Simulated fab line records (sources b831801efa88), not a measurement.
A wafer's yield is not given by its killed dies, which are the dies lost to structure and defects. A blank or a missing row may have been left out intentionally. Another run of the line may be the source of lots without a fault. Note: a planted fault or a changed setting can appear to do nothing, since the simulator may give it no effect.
Split-lot trial || flow sky130 || route with 708 steps; 5 lots, 23 wafers read

== SPLIT DETAILS ==
At SKY_VT_ADJUST_HVTR_COAT_02 (resist thk 1140 nm), the setting spin_rpm was moved away from the recipe's 3000 rpm on 10 of the 23 wafers read, by -5.7% to +5.9%. This setting was run at the recipe's value on the other wafers.

The reading comes from the split's own step.

== THE READING ==
NOVOLAK_of_VT_ADJUST_HVTR_COAT_02.thk_nm (the simulator's own value, which no gauge read), in nm, at SKY_VT_ADJUST_HVTR_COAT_02 (resist thk 1140 nm). No usual value for it is given in the file. The 13 wafers here that ran the recipe average 1139 nm, standard deviation 2 nm.

{"wafer": "L074.1", "tool, chamber at the split": "litho_track-01, 0", "spin_rpm as run, rpm": 3000, "against the recipe": "recipe", "NOVOLAK_of_VT_ADJUST_HVTR_COAT_02.thk_nm, nm": 1142, "against lot-mates on the recipe": "-"}
{"wafer": "L074.2", "tool, chamber at the split": "litho_track-01, 0", "spin_rpm as run, rpm": 3084, "against the recipe": "+2.8%", "NOVOLAK_of_VT_ADJUST_HVTR_COAT_02.thk_nm, nm": 1127, "against lot-mates on the recipe": -13}
{"wafer": "L074.3", "tool, chamber at the split": "litho_track-01, 0", "spin_rpm as run, rpm": 3084, "against the recipe": "+2.8%", "NOVOLAK_of_VT_ADJUST_HVTR_COAT_02.thk_nm, nm": 1126, "against lot-mates on the recipe": -14}
{"wafer": "L074.5", "tool, chamber at the split": "litho_track-01, 0", "spin_rpm as run, rpm": 3000, "against the recipe": "recipe", "NOVOLAK_of_VT_ADJUST_HVTR_COAT_02.thk_nm, nm": 1139, "against lot-mates on the recipe": "-"}
{"wafer": "L074.6", "tool, chamber at the split": "litho_track-01, 0", "spin_rpm as run, rpm": 3000, "against the recipe": "recipe", "NOVOLAK_of_VT_ADJUST_HVTR_COAT_02.thk_nm, nm": 1140, "against lot-mates on the recipe": "-"}
{"wafer": "L075.1", "tool, chamber at the split": "litho_track-01, 0", "spin_rpm as run, rpm": 2836, "against the recipe": "-5.5%", "NOVOLAK_of_VT_ADJUST_HVTR_COAT_02.thk_nm, nm": 1172, "against lot-mates on the recipe": "+31"}
{"wafer": "L075.3", "tool, chamber at the split": "litho_track-01, 0", "spin_rpm as run, rpm": 2836, "against the recipe": "-5.5%", "NOVOLAK_of_VT_ADJUST_HVTR_COAT_02.thk_nm, nm": 1175, "against lot-mates on the recipe": "+34"}
{"wafer": "L075.5", "tool, chamber at the split": "litho_track-01, 0", "spin_rpm as run, rpm": 2836, "against the recipe": "-5.5%", "NOVOLAK_of_VT_ADJUST_HVTR_COAT_02.thk_nm, nm": 1175, "against lot-mates on the recipe": "+34"}
{"wafer": "L075.4", "tool, chamber at the split": "litho_track-01, 0", "spin_rpm as run, rpm": 3000, "against the recipe": "recipe", "NOVOLAK_of_VT_ADJUST_HVTR_COAT_02.thk_nm, nm": 1141, "against lot-mates on the recipe": "-"}
{"wafer": "L075.6", "tool, chamber at the split": "litho_track-01, 0", "spin_rpm as run, rpm": 3000, "against the recipe": "recipe", "NOVOLAK_of_VT_ADJUST_HVTR_COAT_02.thk_nm, nm": 1141, "against lot-mates on the recipe": "-"}
{"wafer": "L076.1", "tool, chamber at the split": "litho_track-02, 0", "spin_rpm as run, rpm": 3000, "against the recipe": "recipe", "NOVOLAK_of_VT_ADJUST_HVTR_COAT_02.thk_nm, nm": 1138, "against lot-mates on the recipe": "-"}
{"wafer": "L076.2", "tool, chamber at the split": "litho_track-02, 0", "spin_rpm as run, rpm": 3000, "against the recipe": "recipe", "NOVOLAK_of_VT_ADJUST_HVTR_COAT_02.thk_nm, nm": 1138, "against lot-mates on the recipe": "-"}
{"wafer": "L076.5", "tool, chamber at the split": "litho_track-02, 0", "spin_rpm as run, rpm": 3000, "against the recipe": "recipe", "NOVOLAK_of_VT_ADJUST_HVTR_COAT_02.thk_nm, nm": 1136, "against lot-mates on the recipe": "-"}
{"wafer": "L083.1", "tool, chamber at the split": "litho_track-01, 0", "spin_rpm as run, rpm": 2828, "against the recipe": "-5.7%", "NOVOLAK_of_VT_ADJUST_HVTR_COAT_02.thk_nm, nm": 1175, "against lot-mates on the recipe": "+35"}
{"wafer": "L083.2", "tool, chamber at the split": "litho_track-01, 0", "spin_rpm as run, rpm": 2828, "against the recipe": "-5.7%", "NOVOLAK_of_VT_ADJUST_HVTR_COAT_02.thk_nm, nm": 1172, "against lot-mates on the recipe": "+32"}
{"wafer": "L083.3", "tool, chamber at the split": "litho_track-01, 0", "spin_rpm as run, rpm": 3000, "against the recipe": "recipe", "NOVOLAK_of_VT_ADJUST_HVTR_COAT_02.thk_nm, nm": 1141, "against lot-mates on the recipe": "-"}
{"wafer": "L083.4", "tool, chamber at the split": "litho_track-01, 0", "spin_rpm as run, rpm": 3000, "against the recipe": "recipe", "NOVOLAK_of_VT_ADJUST_HVTR_COAT_02.thk_nm, nm": 1140, "against lot-mates on the recipe": "-"}
{"wafer": "L083.5", "tool, chamber at the split": "litho_track-01, 0", "spin_rpm as run, rpm": 3000, "against the recipe": "recipe", "NOVOLAK_of_VT_ADJUST_HVTR_COAT_02.thk_nm, nm": 1140, "against lot-mates on the recipe": "-"}
{"wafer": "L085.1", "tool, chamber at the split": "litho_track-04, 0", "spin_rpm as run, rpm": 3178, "against the recipe": "+5.9%", "NOVOLAK_of_VT_ADJUST_HVTR_COAT_02.thk_nm, nm": 1105, "against lot-mates on the recipe": -32}
{"wafer": "L085.2", "tool, chamber at the split": "litho_track-04, 0", "spin_rpm as run, rpm": 3178, "against the recipe": "+5.9%", "NOVOLAK_of_VT_ADJUST_HVTR_COAT_02.thk_nm, nm": 1107, "against lot-mates on the recipe": -30}
{"wafer": "L085.3", "tool, chamber at the split": "litho_track-04, 0", "spin_rpm as run, rpm": 3178, "against the recipe": "+5.9%", "NOVOLAK_of_VT_ADJUST_HVTR_COAT_02.thk_nm, nm": 1104, "against lot-mates on the recipe": -33}
{"wafer": "L085.4", "tool, chamber at the split": "litho_track-04, 0", "spin_rpm as run, rpm": 3000, "against the recipe": "recipe", "NOVOLAK_of_VT_ADJUST_HVTR_COAT_02.thk_nm, nm": 1135, "against lot-mates on the recipe": "-"}
{"wafer": "L085.6", "tool, chamber at the split": "litho_track-04, 0", "spin_rpm as run, rpm": 3000, "against the recipe": "recipe", "NOVOLAK_of_VT_ADJUST_HVTR_COAT_02.thk_nm, nm": 1139, "against lot-mates on the recipe": "-"}

THE FIT
A straight line over all 23 wafers: NOVOLAK_of_VT_ADJUST_HVTR_COAT_02.thk_nm changes by -5.91 nm for each +1% of spin_rpm; r = -0.99; the points scatter about the line by 2.2 nm.
The same after taking each lot's own level away (the mean of its wafers on the recipe; 23 wafers): -5.64 nm for each +1%; r = -1.00; scatter 1.6 nm.
That fit puts the effect of the largest move of spin_rpm on the reading at 33 nm.
Measured against the standard deviation above, the lots' own levels, which go from 1137.0 to 1141.0 nm, span 2.0 times it.
Hence the lot-to-lot level has little effect on the slope; both slopes agree.
Check: with one of the wafers moved furthest among these (+5.9%) left out of the fit, the line predicts -32.8 nm for it against its lot-mates. It came out at -32 nm against them.

== THE WHOLE CHAIN: every reading that the file lists as answering this split, in the file's order ==
{"step": "SKY_VT_ADJUST_HVTR_COAT_02", "what it does": "resist thk 1140 nm", "reading": "NOVOLAK_of_VT_ADJUST_HVTR_COAT_02.thk_nm (the simulator's own value, which no gauge read)", "change (the file's fit)": "-5.65 nm for each +1% of the setting", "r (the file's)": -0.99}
{"step": "SKY_VT_ADJUST_HVTR_STRIP_10", "what it does": "strips in O2/N2", "reading": "strip_time_to_endpoint_s", "change (the file's fit)": "withheld for each +1% of the setting", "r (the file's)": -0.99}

== FILE'S OWN FIT ==
NOVOLAK_of_VT_ADJUST_HVTR_COAT_02.thk_nm changes by -5.65 nm for each +1% of spin_rpm, r = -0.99.
